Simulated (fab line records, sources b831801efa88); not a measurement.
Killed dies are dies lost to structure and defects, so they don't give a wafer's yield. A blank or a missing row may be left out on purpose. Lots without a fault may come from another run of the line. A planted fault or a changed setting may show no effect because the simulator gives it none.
fab line records | flow sky130
record lots=7 wafers=21 last_day=50
route steps=708 shown VIA1@475 METAL2@483 PAD_OPEN@708
lots that met no fault: from a run of the same line without faults
start_h: hours from the record's first day to the start of the lot's first wafer shown | wait_h: hours since the lot's step before | " the same as in the row above | L1.1+2: a row that stands for several wafers | - no value, or no start given | * or withheld: withheld | < > ~ a bound
route shown NAME@n: a module of which the file shows steps, and the number in the route of the first | usual: mean/standard deviation of fault-free wafers | same: alike in all rows | chamber/n: place in a boat | sites: the reading at each site | _std_site: their standard deviation | _edge_site: outer sites' mean less inner sites' | radius_mm: how far each site lies from the wafer's centre | mask NAME#n: copy n | behind: the tool/chamber that last shaped the wafer | hold: why the lot was held/for how many hours/how that ended | device: the transistor (n, p or np) that didn't switch | end of line: the same wafers' tests at the end of the route | a step without rows: its recipe alone | killed: dies lost to structure and defects at the first sort, not the wafer's yield | map: a wafer's dies, x killed, . not, _ none there
set.NAME: the setting as run; set.NAME@STEP: as run at that earlier step | model.NAME: the simulator's own value behind a step, which no gauge read
lots at some steps of the route; a table a step, a row a wafer
services: from which hour (start_h, from the record's first day; less than 0 if before it) a tool's chamber was out of use, for how many hours, and why
## steps
# step SKY_VIA1_STRIP_17
# recipe chemistry=post_etch_residue_remover time_s=1200 temp_c=72.5
# step SKY_VIA1_CLEAN_18
# recipe chemistry=IPA time_s=180 temp_c=25
# step SKY_VIA1_CLEAN_19
# recipe chemistry=O3/DIW dry=n2_spin
# step SKY_VIA1_SPUTTER_20
# recipe material=TiN target_thk_nm=20 chamber_pressure_pa=5 power_w=4000 time_s=80
# usual throttle_valve_pct=30.0/1
# same time_s=80
# columns lot.wafer tool chamber start_h wait_h throttle_valve_pct
L954.1 pvd_sputter-04 - 824.13 0.0 29.3
L954.4 " - " " 28.1
L954.5 " - " " 29.2
L960.1 pvd_sputter-04 - 850.24 0.0 29.1
L960.5 " - " " 27.9
L960.6 " - " " 30.8
L961.3 pvd_sputter-04 - 855.53 0.0 28.9
L961.4 " - " " 27.9
L961.6 " - " " 29.0
L963.1 pvd_sputter-04 - 869.93 0.0 30.8
L963.3 " - " " 29.0
L963.6 " - " " 28.0
L968.1 pvd_sputter-04 - 898.03 0.0 29.1
L968.2 " - " " 31.1
L968.4 " - " " 27.9
L972.2 pvd_sputter-04 - 936.21 0.0 31.0
L972.3 " - " " 29.3
L972.5 " - " " 28.9
L974.2 pvd_sputter-01 - 946.04 0.0 30.4
L974.4 " - " " 30.8
L974.5 " - " " 30.4
# step SKY_VIA1_CVD_21
# recipe material=W target_thk_nm=270 time_s=80.902 temp_c=400 pressure_torr=40
# step SKY_VIA1_RS_MEAS_22
# recipe thk_meas_gauge=four-point-probe reads=W_of_VIA1_CVD_21+TiN_of_VIA1_SPUTTER_20
# usual VIA1_W_RS=0.426/0.0051
# columns lot.wafer tool chamber start_h wait_h VIA1_W_RS[ohm/sq]
L954.1 film_metro-03 - 824.28 0.1 0.433
L954.4 " - " " 0.427
L954.5 " - " " 0.428
L960.1 film_metro-03 - 850.39 0.1 0.426
L960.5 " - " " 0.432
L960.6 " - " " 0.428
L961.3 film_metro-04 - 855.72 0.1 0.428
L961.4 " - " " 0.431
L961.6 " - " " 0.428
L963.1 film_metro-03 - 870.09 0.1 0.430
L963.3 " - " " 0.430
L963.6 " - " " 0.429
L968.1 film_metro-04 - 898.18 0.1 0.433
L968.2 " - " " 0.429
L968.4 " - " " 0.429
L972.2 film_metro-03 - 936.39 0.1 0.419
L972.3 " - " " 0.429
L972.5 " - " " 0.417
L974.2 film_metro-04 - 946.22 0.1 0.418
L974.4 " - " " 0.423
L974.5 " - " " 0.424
# step SKY_VIA1_THK_MEAS_23
# recipe thk_meas_gauge=xrf reads=W_of_VIA1_CVD_21
# usual VIA1_W_THK=279/4
# columns lot.wafer tool chamber start_h wait_h VIA1_W_THK[nm]
L954.1 film_metro-03 - 824.40 0.1 277
L954.4 " - " " 281
L954.5 " - " " 277
L960.1 film_metro-03 - 850.51 0.1 283
L960.5 " - " " 281
L960.6 " - " " 284
L961.3 film_metro-04 - 855.82 0.1 276
L961.4 " - " " 274
L961.6 " - " " 276
L963.1 film_metro-03 - 870.21 0.1 277
L963.3 " - " " 278
L963.6 " - " " 279
L968.1 film_metro-04 - 898.30 0.1 271
L968.2 " - " " 276
L968.4 " - " " 273
L972.2 film_metro-03 - 936.50 0.1 288
L972.3 " - " " 282
L972.5 " - " " 291
L974.2 film_metro-04 - 946.33 0.1 281
L974.4 " - " " 278
L974.5 " - " " 277
# step SKY_VIA1_CMP_24
# recipe stop_on=SiO2 t_overpolish_s=15 down_force_psi=3.5 platen_rpm=60 target_thk_nm=0 pad_velocity_m_s=0.94248
# step SKY_METAL2_SPUTTER_00
# recipe material=Ti target_thk_nm=15 power_w=3000 time_s=10 chamber_pressure_pa=0.4
# usual throttle_valve_pct=30.1/0.83
# same time_s=10
# columns lot.wafer tool chamber start_h wait_h throttle_valve_pct
L954.1 pvd_sputter-02 - 824.76 0.1 30.2
L954.4 " - " " 28.9
L954.5 " - " " 30.6
L960.1 pvd_sputter-02 - 850.87 0.2 30.4
L960.5 " - " " 30.4
L960.6 " - " " 29.0
L961.3 pvd_sputter-02 - 856.16 0.2 29.0
L961.4 " - " " 30.3
L961.6 " - " " 30.5
L963.1 pvd_sputter-02 - 870.57 0.1 30.6
L963.3 " - " " 30.6
L963.6 " - " " 30.4
L968.1 pvd_sputter-01 - 898.66 0.2 30.5
L968.2 " - " " 30.2
L968.4 " - " " 30.4
L972.2 pvd_sputter-03 - 936.85 0.1 29.3
L972.3 " - " " 31.5
L972.5 " - " " 28.6
L974.2 pvd_sputter-03 - 946.68 0.2 28.8
L974.4 " - " " 31.4
L974.5 " - " " 31.4
# step SKY_METAL2_SPUTTER_01
# recipe material=TiN target_thk_nm=20 power_w=6500 time_s=16.7 chamber_pressure_pa=0.4
# step SKY_METAL2_SPUTTER_02
# recipe material=AlCu target_thk_nm=250 power_w=10600 time_s=13.3 chamber_pressure_pa=0.4
# usual throttle_valve_pct=30.1/0.81
# same time_s=13.3
# columns lot.wafer tool chamber start_h wait_h throttle_valve_pct
L954.1 pvd_sputter-02 - 824.81 0.0 30.4
L954.4 " - " " 29.1
L954.5 " - " " 30.1
L960.1 pvd_sputter-02 - 850.92 0.0 30.2
L960.5 " - " " 30.6
L960.6 " - " " 28.9
L961.3 pvd_sputter-02 - 856.21 0.0 28.8
L961.4 " - " " 30.4
L961.6 " - " " 30.4
L963.1 pvd_sputter-02 - 870.61 0.0 30.6
L963.3 " - " " 30.5
L963.6 " - " " 30.6
L968.1 pvd_sputter-01 - 898.71 0.0 30.2
L968.2 " - " " 30.4
L968.4 " - " " 30.8
L972.2 pvd_sputter-03 - 936.89 0.0 29.2
L972.3 " - " " 31.6
L972.5 " - " " 28.8
L974.2 pvd_sputter-03 - 946.72 0.0 28.7
L974.4 " - " " 31.4
L974.5 " - " " 31.3
# step SKY_METAL2_SPUTTER_03
# recipe material=Ti target_thk_nm=5 power_w=3000 time_s=3.3 chamber_pressure_pa=0.4
# step SKY_METAL2_SPUTTER_04
# recipe material=TiN target_thk_nm=70 power_w=6500 time_s=58.3 chamber_pressure_pa=0.4
# usual throttle_valve_pct=30.1/0.84
# columns lot.wafer tool chamber start_h wait_h throttle_valve_pct model.TiN_of_METAL2_SPUTTER_04.thk_nm
L954.1 pvd_sputter-02 - 824.85 0.0 30.1 71.77
L954.4 " - " " 29.0 71.79
L954.5 " - " " 30.7 71.09
L960.1 pvd_sputter-02 - 850.96 0.0 30.4 39.62
L960.5 " - " " 30.3 39.78
L960.6 " - " " 29.0 39.62
L961.3 pvd_sputter-02 - 856.25 0.0 29.0 40.8
L961.4 " - " " 30.4 40.77
L961.6 " - " " 30.4 41.18
L963.1 pvd_sputter-02 - 870.66 0.0 30.4 39.71
L963.3 " - " " 30.6 40.51
L963.6 " - " " 30.6 39.98
L968.1 pvd_sputter-01 - 898.75 0.0 30.3 70.22
L968.2 " - " " 30.4 69.7
L968.4 " - " " 30.6 69.91
L972.2 pvd_sputter-03 - 936.94 0.0 29.4 69.36
L972.3 " - " " 31.4 69.39
L972.5 " - " " 28.8 69.75
L974.2 pvd_sputter-03 - 946.77 0.0 28.7 69.69
L974.4 " - " " 31.4 70.34
L974.5 " - " " 31.5 69.62
# step SKY_METAL2_RS_MEAS_05
# recipe thk_meas_gauge=four-point-probe reads=TiN_of_METAL2_SPUTTER_04+Ti_of_METAL2_SPUTTER_03+AlCu_of_METAL2_SPUTTER_02+TiN_of_METAL2_SPUTTER_01+Ti_of_METAL2_SPUTTER_00
# usual METAL2_ALCU_RS=0.1270/0.0014
# columns lot.wafer tool chamber start_h wait_h METAL2_ALCU_RS[ohm/sq]
L954.1 film_metro-01 - 824.90 0.0 0.1241
L954.4 " - " " 0.1251
L954.5 " - " " 0.1244
L960.1 film_metro-01 - 851.01 0.0 0.1275
L960.5 " - " " 0.1271
L960.6 " - " " 0.1276
L961.3 film_metro-03 - 856.34 0.1 0.1268
L961.4 " - " " 0.1269
L961.6 " - " " 0.1281
L963.1 film_metro-03 - 870.71 0.0 0.1280
L963.3 " - " " 0.1270
L963.6 " - " " 0.1274
L968.1 film_metro-02 - 898.80 0.0 0.1266
L968.2 " - " " 0.1261
L968.4 " - " " 0.1261
L972.2 film_metro-03 - 937.01 0.0 0.1263
L972.3 " - " " 0.1262
L972.5 " - " " 0.1261
L974.2 film_metro-01 - 946.84 0.0 0.1259
L974.4 " - " " 0.1263
L974.5 " - " " 0.1266
# step SKY_METAL2_THK_MEAS_06
# recipe thk_meas_gauge=xrf reads=AlCu_of_METAL2_SPUTTER_02
# usual METAL2_ALCU_THK=247/3.1
# columns lot.wafer tool chamber start_h wait_h METAL2_ALCU_THK[nm]
L954.1 film_metro-01 - 825.02 0.1 254
L954.4 " - " " 254
L954.5 " - " " 251
L960.1 film_metro-01 - 851.13 0.1 264
L960.5 " - " " 263
L960.6 " - " " 263
L961.3 film_metro-03 - 856.44 0.1 263
L961.4 " - " " 264
L961.6 " - " " 259
L963.1 film_metro-03 - 870.83 0.1 263
L963.3 " - " " 264
L963.6 " - " " 264
L968.1 film_metro-02 - 898.92 0.1 245
L968.2 " - " " 247
L968.4 " - " " 247
L972.2 film_metro-03 - 937.12 0.1 248
L972.3 " - " " 249
L972.5 " - " " 250
L974.2 film_metro-01 - 946.95 0.1 251
L974.4 " - " " 250
L974.5 " - " " 252
# step SKY_METAL2_DEHYDRATE_07
# recipe temp_c=200 time_s=60
# step SKY_METAL2_HMDS_08
# recipe prime_time_s=60 prime_temp_c=120
# step SKY_METAL2_COAT_09
# recipe resist=BARC temp_c=withheld time_s=withheld spin_rpm=3000 resist_thk_nm=60
# step SKY_METAL2_COAT_10
# recipe resist=KrF-thick spin_rpm=3000 resist_thk_nm=450
# step SKY_METAL2_SOFTBAKE_11
# recipe temp_c=100 time_s=90 resist=KrF-thick
# step SKY_METAL2_EXPOSE_12
# recipe mask_id=MM2 na=0.8 source_shape=annular sigma_inner=0.55 sigma_outer=0.85 target_cd_nm=140 dose_mj=28
# step SKY_METAL2_PEB_13
# recipe peb_temp_c=withheld peb_time_s=withheld resist=KrF-thick
# step SKY_METAL2_DEVELOP_14
# recipe develop_time_s=60 resist=KrF-thick dev_temp_c=21
# step SKY_METAL2_CD_MEAS_15
# recipe target_cd_nm=140
# usual cd_nm=140.3/1.4
# columns lot.wafer tool chamber start_h wait_h cd_nm
L954.1 cd_sem-01 - 851.29 - 139.4
L954.4 " - " " 139.8
L954.5 " - " " 138.5
L960.1 cd_sem-01 - 875.94 - 141.5
L960.5 " - " " 140.8
L960.6 " - " " 140.3
L961.3 cd_sem-02 - 882.53 - 140.4
L961.4 " - " " 140.2
L961.6 " - " " 141.0
L963.1 cd_sem-01 - 895.24 - 139.8
L963.3 " - " " 140.6
L963.6 " - " " 139.2
L968.1 cd_sem-02 - 923.64 - 140.3
L968.2 " - " " 139.4
L968.4 " - " " 139.9
L972.2 cd_sem-02 - 962.21 - 139.2
L972.3 " - " " 140.1
L972.5 " - " " 139.4
L974.2 cd_sem-01 - 970.37 - 140.5
L974.4 " - " " 140.6
L974.5 " - " " 140.1
# step SKY_METAL2_OVL_MEAS_16
# usual METAL2_OVL=1/5.4
# columns lot.wafer tool chamber start_h wait_h METAL2_OVL[nm]
L954.1 overlay-01 - 851.78 0.5 -1
L954.4 " - " " -3
L954.5 " - " " -4
L960.1 overlay-01 - 876.06 0.1 -4
L960.5 " - " " 2
L960.6 " - " " -4
L961.3 overlay-02 - 882.63 0.1 6
L961.4 " - " " 8
L961.6 " - " " 9
L963.1 overlay-02 - 895.36 0.1 -5
L963.3 " - " " -2
L963.6 " - " " 11
L968.1 overlay-01 - 923.76 0.1 -10
L968.2 " - " " 9
L968.4 " - " " -1
L972.2 overlay-01 - 962.32 0.1 5
L972.3 " - " " 11
L972.5 " - " " 12
L974.2 overlay-01 - 970.48 0.1 -6
L974.4 " - " " -1
L974.5 " - " " -7
# step SKY_METAL2_DESCUM_17
# recipe chemistry=O2 source_power_w=150 bias_power_w=0 pressure_mtorr=10 temp_c=40 time_s=8
# step SKY_METAL2_ETCH_18
# recipe chemistry=N2/H2 target=BARC ion_energy_ev=200 bias_w=100 pressure_mtorr=30 n2_flow_sccm=100 h2_flow_sccm=200 icp_w=500 stop_on=SiO2 time_s=45.9 target_depth_a=600
# step SKY_METAL2_METAL_ETCH_19
# recipe target_depth_a=3600 stop_on=SiO2 over_etch_frac=0.3 time_s=78 chemistry=Cl2/BCl3 resist_sidewall_deg=88 pressure_mtorr=10 icp_w=900 bias_w=48.5 Cl2_flow_sccm=60 bcl3_flow_sccm=30
# usual drypump_motor_current_A=6.0/0.5 he_backside_leak_sccm=3.34/0.19 oes_product_au=0.854/0.0058 throttle_valve_pct=22.263/0.0096
# same time_s=78
# columns lot.wafer tool chamber start_h wait_h drypump_motor_current_A he_backside_leak_sccm oes_product_au rf_hours_counter_h throttle_valve_pct
L954.1 rie_metal-04 0 851.91 0.0 6.2 3.53 0.864 11 22.256
L954.4 " 1 " " 6.5 3.49 0.868 - 22.264
L954.5 " 1 " " 6.5 3.38 0.864 - 22.271
L960.1 rie_metal-01 1 876.19 0.0 6.4 3.32 0.838 16 22.249
L960.5 " 0 " " 6.0 3.29 0.847 - 22.272
L960.6 " 1 " " 6.4 3.14 0.840 - 22.259
L961.3 rie_metal-01 0 882.77 0.1 6.0 3.36 0.842 - 22.260
L961.4 " 1 " " 6.4 3.28 0.848 - 22.267
L961.6 " 1 " " 6.4 3.28 0.835 - 22.272
L963.1 rie_metal-04 1 895.49 0.0 6.5 3.60 0.849 8 22.268
L963.3 " 1 " " 6.5 3.61 0.844 - 22.260
L963.6 " 0 " " 6.3 3.74 0.837 - 22.260
L968.1 rie_metal-01 1 923.89 0.0 6.3 3.29 0.860 17 22.258
L968.2 " 0 " " 6.0 3.29 0.853 8 22.264
L968.4 " 1 " " 6.4 3.64 0.850 - 22.278
L972.2 rie_metal-02 1 962.44 0.0 5.7 3.13 0.851 9 22.259
L972.3 " 1 " " 5.7 2.80 0.869 - 22.268
L972.5 " 1 " " 5.7 3.06 0.846 - 22.255
L974.2 rie_metal-01 0 970.60 0.0 6.0 3.17 0.851 11 22.253
L974.4 " 1 " " 6.4 3.44 0.857 - 22.270
L974.5 " 0 " " 6.0 3.38 0.857 - 22.244
# step SKY_METAL2_STRIP_20
# recipe chemistry=O2/N2 power_w=1400 pressure_mtorr=1500 platen_temp_c=withheld o2_flow_sccm=3000 n2_flow_sccm=300 overash_fraction=0.5
# usual drypump_motor_current_A=6.1/0.44 oes_product_au=0.342/0.0046 strip_time_to_endpoint_s=2.68/0.044
# columns lot.wafer tool chamber start_h wait_h drypump_motor_current_A oes_product_au rf_hours_counter_h strip_time_to_endpoint_s
L954.1 plasma_asher-01 1 852.02 0.1 5.6 0.342 10 2.72
L954.4 " 0 " " 6.2 0.344 - 2.70
L954.5 " 0 " " 6.2 0.343 - 2.69
L960.1 plasma_asher-04 1 876.28 0.1 6.6 0.336 108 2.63
L960.5 " 1 " " 6.5 0.344 - 2.67
L960.6 " 0 " " 5.7 0.346 - 2.63
L961.3 plasma_asher-04 1 882.87 0.1 6.6 0.336 - 2.66
L961.4 " 0 " " 5.7 0.340 - 2.61
L961.6 " 1 " " 6.6 0.330 - 2.60
L963.1 plasma_asher-01 1 895.58 0.1 5.6 0.342 14 2.70
L963.3 " 0 " " 6.1 0.339 - 2.70
L963.6 " 0 " " 6.1 0.348 - 2.76
L968.1 plasma_asher-02 0 923.98 0.1 6.1 0.341 49 2.56
L968.2 " 1 " " 6.9 0.344 49 2.67
L968.4 " 1 " " 6.9 0.337 - 2.60
L972.2 plasma_asher-04 1 962.53 0.1 6.6 0.340 115 2.66
L972.3 " 0 " " 5.7 0.341 - 2.68
L972.5 " 1 " " 6.5 0.337 - 2.68
L974.2 plasma_asher-02 0 970.69 0.1 6.1 0.342 54 2.69
L974.4 " 0 " " 6.1 0.344 - 2.64
L974.5 " 1 " " 6.8 0.346 - 2.70
# step SKY_METAL2_STRIP_21
# recipe chemistry=post_etch_residue_remover time_s=1200 temp_c=72.5
# usual bath_guard_temp_C=72.8/0.37
# same time_s=1200
# columns lot.wafer tool chamber start_h wait_h bath_guard_temp_C model.TiN_of_METAL2_SPUTTER_04.thk_nm
L954.1 wet_bench-04 1 852.34 0.3 72.9 71.34
L954.4 " 1 " " 72.7 71.37
L954.5 " 1 " " 72.6 70.67
L960.1 wet_bench-01 3 876.38 0.1 72.9 39.2
L960.5 " 3 " " 73.3 39.36
L960.6 " 3 " " 72.9 39.21
L961.3 wet_bench-02 2 882.93 0.0 72.7 40.38
L961.4 " 2 " " 72.5 40.35
L961.6 " 2 " " 72.5 40.76
L963.1 wet_bench-01 2 895.68 0.1 72.2 39.28
L963.3 " 2 " " 72.1 40.09
L963.6 " 2 " " 72.0 39.56
L968.1 wet_bench-02 2 924.08 0.1 72.4 69.8
L968.2 " 2 " " 72.2 69.28
L968.4 " 2 " " 72.5 69.49
L972.2 wet_bench-04 0 962.63 0.1 72.9 68.94
L972.3 " 0 " " 72.9 68.97
L972.5 " 0 " " 72.7 69.33
L974.2 wet_bench-04 1 970.79 0.1 72.8 69.27
L974.4 " 1 " " 72.9 69.92
L974.5 " 1 " " 72.7 69.2
# step SKY_METAL2_CLEAN_22
# recipe chemistry=IPA time_s=180 temp_c=25
# step SKY_PAD_OPEN_PROBE_99
# usual killed_at_M0_to_M3=44/7.4 killed_at_M4_up=3.0/1.6 killed_at_contacts=24/5 killed_at_front_end=15/4.6 killed_at_other=0.4/0.65 killed_dies=86/9.6 killed_on_rim=17/3.6 killed_open=48/7.4 killed_short=38/6.9
# same gross_dies=492 killed_at_back_side=0
# columns lot.wafer tool chamber start_h wait_h killed_at_M0_to_M3 killed_at_M4_up killed_at_contacts killed_at_front_end killed_at_other killed_dies killed_on_rim killed_open killed_short model.etest.via2_chain.rc_ohm
L954.1 prober-02 - 1107.96 0.1 45 1 24 9 0 79 13 49 30 10.27
L954.4 prober-02 - 1108.11 0.2 54 6 20 14 0 94 19 58 36 10.08
L954.5 prober-02 - 1108.16 0.2 40 2 18 16 0 76 18 47 29 10.35
L960.1 prober-02 - 1118.91 0.1 52 4 23 24 0 103 22 57 46 9.167
L960.5 prober-02 - 1119.11 0.2 51 2 20 16 1 90 10 49 39 9.044
L960.6 prober-02 - 1119.16 0.2 51 1 23 10 1 86 18 48 37 9.136
L961.3 prober-01 - 1123.87 0.2 52 3 29 22 2 108 23 57 50 8.485
L961.4 prober-01 - 1123.92 0.2 38 3 25 29 0 95 17 48 47 8.439
L961.6 prober-01 - 1124.02 0.2 33 3 24 19 1 80 19 45 35 9.089
L963.1 prober-02 - 1133.69 0.1 55 2 29 16 1 103 25 53 49 9.623
L963.3 prober-02 - 1133.79 0.2 47 1 29 8 0 85 21 44 40 9.451
L963.6 prober-02 - 1133.94 0.2 52 2 20 7 0 81 14 38 43 9.217
L968.1 prober-02 - 1155.81 0.1 49 4 27 10 1 91 18 47 44 10.17
L968.2 prober-02 - 1155.86 0.1 40 1 21 9 1 72 14 51 20 10.31
L968.4 prober-02 - 1155.96 0.2 49 3 22 17 0 91 23 50 40 9.707
L972.2 prober-02 - 1186.65 0.1 33 1 23 18 0 75 14 38 37 9.898
L972.3 prober-02 - 1186.70 0.2 36 2 23 10 3 74 10 38 34 9.864
L972.5 prober-02 - 1186.80 0.2 43 4 22 12 0 81 19 36 45 10.18
L974.2 prober-02 - 1188.23 0.1 44 1 24 20 0 89 19 49 40 10.31
L974.4 prober-02 - 1188.33 0.2 39 4 27 15 0 85 18 39 46 9.998
L974.5 prober-02 - 1188.38 0.2 51 3 34 8 0 96 14 55 41 9.879
# killed by level:class
L954.1 VIA1:geometric_particle:open=17 LI_CONTACT:geometric_particle:open=7 CONTACT:geometric_particle:open=7 VIA2:geometric_particle:open=6 CONTACT:geometric_particle:short=6 VIA1:geometric_particle:short=6 METAL1:geometric_particle:short=4 VIA3:geometric_particle:open=4
L954.4 VIA1:geometric_particle:open=18 VIA2:geometric_particle:open=11 CONTACT:geometric_particle:open=10 METAL1:geometric_particle:short=6 FIELD_ISO:geometric_particle:open=5 LOCAL_INTERCONNECT:geometric_particle:short=5 METAL4:geometric_particle:short=5 FIELD_ISO:geometric_particle:short=4
L954.5 VIA1:geometric_particle:open=12 LI_CONTACT:geometric_particle:open=7 VIA3:geometric_particle:open=7 FIELD_ISO:geometric_particle:open=4 POLY_GATE:geometric_particle:open=4 METAL3:geometric_particle:short=4 POLY_GATE:geometric_particle:short=3 LI_CONTACT:geometric_particle:short=3
L960.1 VIA1:geometric_particle:open=13 POLY_GATE:geometric_particle:open=8 VIA3:geometric_particle:open=7 LI_CONTACT:geometric_particle:open=7 VIA2:geometric_particle:open=7 CONTACT:geometric_particle:open=6 METAL3:geometric_particle:short=6 POLY_GATE:geometric_particle:short=5
L960.5 VIA1:geometric_particle:open=18 VIA2:geometric_particle:open=7 CONTACT:geometric_particle:open=6 VIA2:geometric_particle:short=5 LI_CONTACT:geometric_particle:short=5 METAL1:geometric_particle:short=5 FIELD_ISO:geometric_particle:short=4 LI_CONTACT:geometric_particle:open=4
L960.6 VIA1:geometric_particle:open=15 VIA2:geometric_particle:open=9 CONTACT:geometric_particle:open=8 LI_CONTACT:geometric_particle:open=7 METAL1:geometric_particle:short=6 VIA1:geometric_particle:short=5 CONTACT:geometric_particle:short=4 VIA3:geometric_particle:open=4
L961.3 VIA1:geometric_particle:open=14 LI_CONTACT:geometric_particle:open=10 FIELD_ISO:geometric_particle:open=9 VIA1:geometric_particle:short=9 LOCAL_INTERCONNECT:geometric_particle:short=6 CONTACT:geometric_particle:short=6 CONTACT:geometric_particle:open=6 FIELD_ISO:geometric_particle:short=5
L961.4 VIA1:geometric_particle:open=10 CONTACT:geometric_particle:open=9 POLY_GATE:geometric_particle:short=9 FIELD_ISO:geometric_particle:open=7 FIELD_ISO:geometric_particle:short=7 LI_CONTACT:geometric_particle:open=6 METAL1:geometric_particle:short=5 METAL2:geometric_particle:short=5
L961.6 CONTACT:geometric_particle:open=8 FIELD_ISO:geometric_particle:open=7 VIA1:geometric_particle:open=6 FIELD_ISO:geometric_particle:short=5 LI_CONTACT:geometric_particle:open=5 VIA3:geometric_particle:open=5 METAL1:geometric_particle:short=5 LI_CONTACT:geometric_particle:short=4
L963.1 VIA1:geometric_particle:open=12 METAL2:geometric_particle:short=9 VIA1:geometric_particle:short=8 VIA2:geometric_particle:open=8 LI_CONTACT:geometric_particle:open=7 CONTACT:geometric_particle:open=7 CONTACT:geometric_particle:short=6 VIA3:geometric_particle:open=6
L963.3 VIA1:geometric_particle:open=10 LI_CONTACT:geometric_particle:open=9 CONTACT:geometric_particle:open=8 VIA2:geometric_particle:open=8 VIA1:geometric_particle:short=7 METAL1:geometric_particle:short=5 LOCAL_INTERCONNECT:geometric_particle:short=4 CONTACT:geometric_particle:short=4
L963.6 METAL1:geometric_particle:short=8 VIA3:geometric_particle:open=7 VIA1:geometric_particle:open=7 VIA2:geometric_particle:open=7 CONTACT:geometric_particle:open=6 CONTACT:geometric_particle:short=6 METAL2:geometric_particle:short=5 VIA2:geometric_particle:short=5
L968.1 VIA1:geometric_particle:open=15 CONTACT:geometric_particle:open=11 METAL2:geometric_particle:short=9 VIA1:geometric_particle:short=7 LI_CONTACT:geometric_particle:open=5 LOCAL_INTERCONNECT:geometric_particle:short=5 METAL1:geometric_particle:short=5 CONTACT:geometric_particle:short=4
L968.2 VIA3:geometric_particle:open=12 VIA1:geometric_particle:open=9 VIA2:geometric_particle:open=8 CONTACT:geometric_particle:open=7 LI_CONTACT:geometric_particle:open=5 CONTACT:geometric_particle:short=4 FIELD_ISO:geometric_particle:open=3 LOCAL_INTERCONNECT:geometric_particle:short=3
L968.4 VIA1:geometric_particle:open=12 FIELD_ISO:geometric_particle:open=8 LI_CONTACT:geometric_particle:open=8 VIA3:geometric_particle:open=6 CONTACT:geometric_particle:open=5 VIA2:geometric_particle:open=5 METAL2:geometric_particle:short=5 VIA2:geometric_particle:short=5
L972.2 POLY_GATE:geometric_particle:open=6 METAL1:geometric_particle:short=6 LI_CONTACT:geometric_particle:short=5 VIA2:geometric_particle:open=5 LOCAL_INTERCONNECT:geometric_particle:short=5 CONTACT:geometric_particle:open=5 FIELD_ISO:geometric_particle:short=4 VIA3:geometric_particle:open=4
L972.3 VIA2:geometric_particle:open=9 LI_CONTACT:geometric_particle:open=8 VIA1:geometric_particle:open=6 CONTACT:geometric_particle:short=5 CONTACT:geometric_particle:open=5 VIA3:geometric_particle:short=4 FIELD_ISO:geometric_particle:short=3 LI_CONTACT:geometric_particle:short=3
L972.5 METAL1:geometric_particle:short=9 CONTACT:geometric_particle:short=7 POLY_GATE:geometric_particle:open=6 VIA1:geometric_particle:open=6 VIA1:geometric_particle:short=5 LOCAL_INTERCONNECT:geometric_particle:short=4 CONTACT:geometric_particle:open=4 METAL2:geometric_particle:short=4
L974.2 VIA1:geometric_particle:open=16 CONTACT:geometric_particle:open=8 POLY_GATE:geometric_particle:open=6 POLY_GATE:geometric_particle:short=6 VIA2:geometric_particle:open=6 LI_CONTACT:geometric_particle:open=6 VIA1:geometric_particle:short=6 METAL2:geometric_particle:short=6
L974.4 CONTACT:geometric_particle:open=8 VIA1:geometric_particle:open=8 FIELD_ISO:geometric_particle:short=6 LI_CONTACT:geometric_particle:open=6 CONTACT:geometric_particle:short=6 METAL2:geometric_particle:short=6 VIA2:geometric_particle:open=5 METAL3:geometric_particle:short=4
L974.5 CONTACT:geometric_particle:open=15 VIA1:geometric_particle:open=14 CONTACT:geometric_particle:short=8 VIA1:geometric_particle:short=8 LI_CONTACT:geometric_particle:open=6 METAL2:geometric_particle:short=5 VIA2:geometric_particle:open=4 VIA2:geometric_particle:short=4
## services
# columns tool chamber start_h hours kind
pvd_sputter-02 - 812.79 4.9 repair
pvd_sputter-01 - 818.10 1.1 repair
rie_metal-04 1 820.04 17.6 repair
rie_metal-04 0 820.63 6.3 repair
pvd_sputter-03 0 821.79 - consumable_replace:kit
pvd_sputter-03 0 821.79 18.0 scheduled_down
pvd_sputter-03 0 821.79 18.0 vent_cycle
plasma_asher-02 - 830.95 2.8 pm
plasma_asher-01 - 838.78 2.8 pm
pvd_sputter-04 - 850.81 1.7 repair
wet_bench-04 - 863.68 10.4 repair
plasma_asher-04 - 897.30 12.7 repair
rie_metal-04 - 903.25 1.4 pm
pvd_sputter-01 - 909.97 2.6 repair
pvd_sputter-04 0 912.03 - consumable_replace:kit
pvd_sputter-04 0 912.03 18.0 scheduled_down
pvd_sputter-04 0 912.03 18.0 vent_cycle
plasma_asher-01 - 937.68 1.3 repair
rie_metal-04 - 938.96 0.5 repair
pvd_sputter-02 0 941.21 - consumable_replace:kit
pvd_sputter-02 0 941.21 18.0 scheduled_down
pvd_sputter-02 0 941.21 18.0 vent_cycle
pvd_sputter-03 3 961.49 - consumable_replace:kit
pvd_sputter-03 3 961.49 18.0 scheduled_down
## key
first_sign step=SKY_METAL2_THK_MEAS_06 reading=METAL2_ALCU_THK direction=up sigmas=5.1 usual=247 struck=263
effect none on later readings
model_effect step=SKY_METAL2_SPUTTER_04 value=TiN_of_METAL2_SPUTTER_04.thk_nm without=70.82 struck=40.22
model_effect step=SKY_METAL2_STRIP_21 value=TiN_of_METAL2_SPUTTER_04.thk_nm without=70.4 struck=39.8
model_effect step=SKY_PAD_OPEN_PROBE_99 value=etest.via2_chain.rc_ohm without=9.927 struck=9.072
met_at SKY_METAL2_SPUTTER_04
struck_wafers L960.1,L960.5,L960.6,L961.3,L961.4,L961.6,L963.1,L963.3,L963.6
tester_left_out L960,L963
onset_between 824.85 850.96
also_fits SKY_METAL2_SPUTTER_00:pvd_sputter-02,SKY_METAL2_SPUTTER_02:pvd_sputter-02
earlier_fault kind=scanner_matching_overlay tool=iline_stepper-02 chamber=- onset_h=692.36 steps=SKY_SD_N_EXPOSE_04 offset=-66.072
fault kind=process_parameter_drift tool=pvd_sputter-02 chamber=- onset_h=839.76 steps=SKY_METAL2_SPUTTER_04 channel=target_thk_nm offset=-30.602 shape=step acts_in=these_recipes_only stated=70
# tester_left_out: of these lots the tester's yield and bins aren't shown, on N5 and GAA mostly nor the transistor test; their killed dies are dies lost to structure and defects alone, not to doping, threshold or leakage, so they don't give the yield
